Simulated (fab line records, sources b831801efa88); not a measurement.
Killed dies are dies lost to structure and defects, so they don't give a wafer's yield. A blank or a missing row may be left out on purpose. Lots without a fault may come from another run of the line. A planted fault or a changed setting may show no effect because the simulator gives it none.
Which tool did it? | flow gf180mcu | 13 lots, 39 wafers sampled, at 5 steps of a route of 602

WHAT THE GAUGES READ, wafer by wafer
GF_POLY_GATE_CD_MEAS_10: target cd 280 nm. Usual: cd_nm 280.4 nm, standard deviation 1.1.
lot  | measured     | on        | cd_nm (nm)        | flag
L269 | day 9 05:56  | cd_sem-02 | 279.4 280.0 280.4 |
L271 | day 9 21:55  | cd_sem-01 | 281.2 280.1 280.7 |
L273 | day 10 07:44 | cd_sem-02 | 280.7 280.8 279.6 |
L274 | day 10 17:04 | cd_sem-01 | 278.9 278.4 279.1 |
L275 | day 11 00:13 | cd_sem-01 | 280.3 281.1 279.3 |
L276 | day 11 10:37 | cd_sem-02 | 278.4 279.3 279.6 |
L277 | day 11 18:09 | cd_sem-02 | 281.4 281.2 281.0 |
L278 | day 11 22:05 | cd_sem-02 | 283.1 282.0 283.1 |
L283 | day 13 10:14 | cd_sem-01 | 276.6 278.8 276.5 |
L284 | day 13 12:52 | cd_sem-01 | 281.1 281.4 281.2 |
L286 | day 14 05:04 | cd_sem-01 | 277.0 277.1 277.8 |
L291 | day 15 22:13 | cd_sem-01 | 281.2 281.2 280.4 |
L292 | day 16 00:48 | cd_sem-01 | 281.6 280.0 280.2 |

GF_V2_BOW_MEAS_05. Usual: V2_BOW 102 um, standard deviation 9.3.
lot  | measured     | on            | V2_BOW (um) | flag
L269 | day 19 06:08 | film_metro-03 | 84 101 102  |
L271 | day 20 03:20 | film_metro-02 | 119 117 105 |
L273 | day 20 21:04 | film_metro-03 | 119 109 117 |
L274 | day 21 08:43 | film_metro-03 | 94 101 90   |
L275 | day 21 16:38 | film_metro-02 | 102 109 100 |
L276 | day 22 09:31 | film_metro-02 | 100 91 99   |
L277 | day 22 14:42 | film_metro-02 | 92 96 92    |
L278 | day 22 20:43 | film_metro-03 | 98 98 100   |
L283 | day 24 13:34 | film_metro-03 | 103 117 108 |
L284 | day 24 17:27 | film_metro-02 | 97 111 99   |
L286 | day 25 11:59 | film_metro-02 | 119 103 102 |
L291 | day 26 22:59 | film_metro-03 | 108 100 103 |
L292 | day 27 03:55 | film_metro-02 | 119 111 102 |

GF_V5_THK_MEAS_01. Usual: V5_CVD_00_THK 299 nm, standard deviation 3.4.
lot  | measured     | on            | V5_CVD_00_THK (nm) | flag
L269 | day 26 07:56 | film_metro-02 | 298 300 299        |
L271 | day 27 01:55 | film_metro-04 | 304 308 300        |
L273 | day 27 17:13 | film_metro-04 | 301 295 297        |
L274 | day 28 02:46 | film_metro-04 | 300 302 301        |
L275 | day 28 09:38 | film_metro-04 | 305 302 299        |
L276 | day 29 00:19 | film_metro-03 | 292 297 293        |
L277 | day 29 03:15 | film_metro-02 | 292 296 292        |
L278 | day 29 09:32 | film_metro-03 | 295 301 297        |
L283 | day 30 19:17 | film_metro-03 | 292 295 298        |
L284 | day 30 22:31 | film_metro-02 | 297 299 300        |
L286 | day 31 12:52 | film_metro-02 | 302 304 301        |
L291 | day 32 17:53 | film_metro-03 | 287 293 292        |
L292 | day 32 22:56 | film_metro-04 | 296 301 297        |

WHICH TOOL RAN EACH LOT (tool, then ch and the chambers of the sampled wafers, then the start)
lot  | GF_POLY_GATE_PEB_08               | GF_M4_METAL_ETCH_16
L269 | litho_track-04 ch 0, day 9 05:37  | rie_metal-02 ch 0, day 23 10:13
L271 | litho_track-04 ch 0, day 9 21:34  | rie_metal-01 ch 0, day 24 05:09
L273 | litho_track-02 ch 0, day 10 07:25 | rie_metal-03 ch 0,1, day 24 22:47
L274 | litho_track-04 ch 0, day 10 16:43 | rie_metal-02 ch 0,1, day 25 09:17
L275 | litho_track-02 ch 0, day 10 23:53 | rie_metal-02 ch 0,1, day 25 16:13
L276 | litho_track-02 ch 0, day 11 10:17 | rie_metal-03 ch 0,1, day 26 08:03
L277 | litho_track-02 ch 0, day 11 17:48 | rie_metal-03 ch 0,1, day 26 11:08
L278 | litho_track-04 ch 0, day 11 21:44 | rie_metal-01 ch 0,1, day 26 16:52
L283 | litho_track-04 ch 0, day 13 09:47 | rie_metal-01 ch 0,1, day 28 06:47
L284 | litho_track-01 ch 0, day 13 12:31 | rie_metal-03 ch 0, day 28 09:17
L286 | litho_track-04 ch 0, day 14 04:43 | rie_metal-01 ch 0,1, day 29 01:50
L291 | litho_track-01 ch 0, day 15 21:41 | rie_metal-03 ch 0,1, day 30 09:09
L292 | litho_track-01 ch 0, day 16 00:27 | rie_metal-01 ch 0, day 30 14:36
- GF_POLY_GATE_PEB_08: peb time 90 s.
- GF_M4_METAL_ETCH_16: etches the open film in Cl2/BCl3, stops on SiO2, target depth 750.8 nm, time 125.1 s.

WHAT THE TOOLS THEMSELVES READ (means of the sampled wafers that have a number; where no wafer has one, the mark that the record gives instead)
GF_POLY_GATE_PEB_08. Usual: heater_power_total_W 85.70 W, standard deviation 0.077; plate_temp_C 135.03 C, standard deviation 0.15.
lot  | tool           | heater_power_total_W (W) | plate_temp_C (C) | flag
L269 | litho_track-04 | 85.80                    | 134.97           |
L271 | litho_track-04 | 85.68                    | 135.09           |
L273 | litho_track-02 | 85.73                    | 135.09           |
L274 | litho_track-04 | 85.65                    | 135.07           |
L275 | litho_track-02 | 85.66                    | 134.99           |
L276 | litho_track-02 | 85.72                    | 135.06           |
L277 | litho_track-02 | 85.65                    | 135.03           |
L278 | litho_track-04 | 85.71                    | 134.98           |
L283 | litho_track-04 | 86.74                    | 136.21           | OFF
L284 | litho_track-01 | 85.72                    | 134.76           |
L286 | litho_track-04 | 86.77                    | 136.28           | OFF
L291 | litho_track-01 | 85.70                    | 134.81           |
L292 | litho_track-01 | 85.67                    | 135.02           |

GF_M4_METAL_ETCH_16. Usual: drypump_motor_current_A 5.9 A, standard deviation 0.32; oes_product_au 0.991 a.u., standard deviation 0.0049; throttle_valve_pct 28.229 %, standard deviation 0.0092.
lot  | tool         | drypump_motor_current_A (A) | oes_product_au (a.u.) | throttle_valve_pct (%) | flag
L269 | rie_metal-02 | 6.5                         | 0.990                 | 28.223                 |
L271 | rie_metal-01 | 6.2                         | 0.995                 | 28.231                 |
L273 | rie_metal-03 | 5.8                         | 0.991                 | 28.216                 |
L274 | rie_metal-02 | 6.2                         | 0.990                 | 28.229                 |
L275 | rie_metal-02 | 6.2                         | 0.987                 | 28.229                 |
L276 | rie_metal-03 | 5.6                         | 0.996                 | 28.233                 |
L277 | rie_metal-03 | 5.7                         | 0.994                 | 28.229                 |
L278 | rie_metal-01 | 5.8                         | 0.991                 | 28.232                 |
L283 | rie_metal-01 | 5.8                         | 0.988                 | 28.234                 |
L284 | rie_metal-03 | 6.0                         | 0.990                 | 28.229                 |
L286 | rie_metal-01 | 6.0                         | 0.989                 | 28.224                 |
L291 | rie_metal-03 | 5.7                         | 0.991                 | 28.232                 |
L292 | rie_metal-01 | 6.1                         | 0.991                 | 28.230                 |

THE ANSWER, worked out from the rows above alone
Rule: a lot is off if the mean of its wafers that have a number lies more than 3 standard deviations from the usual mean. A lot without any number at a reading at which 4 lots or more have one is off too. The other lots that the step has rows for count as sound. The gauges are gone through in route order, then the tools' own readings, and for those a lot's mean is taken as printed above. The first step at which some lot is off is used, and at that step the reading that is off furthest; a lot without a number counts as furthest.
Off: L283, L286, at GF_POLY_GATE_PEB_08 (heater_power_total_W).
A tool fits if, at that step or a process step before it, it ran every lot that is off, and no sound lot after the first of them. One fits: litho_track-04 at GF_POLY_GATE_PEB_08. Its last sound lot is L278 (day 11 21:44), its first lot that is off L283 (day 13 09:47): a fault that began between those two fits.
The tool's own readings at GF_POLY_GATE_PEB_08 bear it out: on the lots that are off they differ by more than 5 times the standard deviation of the sound lots' means. heater_power_total_W reads 86.75 W there against 85.70 W on the sound lots; plate_temp_C reads 136.25 C there against 134.99 C on the sound lots.

WHAT THE SIMULATOR HAD PUT IN
Process parameter drift: litho_track-04, from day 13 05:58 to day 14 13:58, at GF_POLY_GATE_PEB_08. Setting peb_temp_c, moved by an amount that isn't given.
Lots struck among those shown: L283, L286. The rule above found the same.
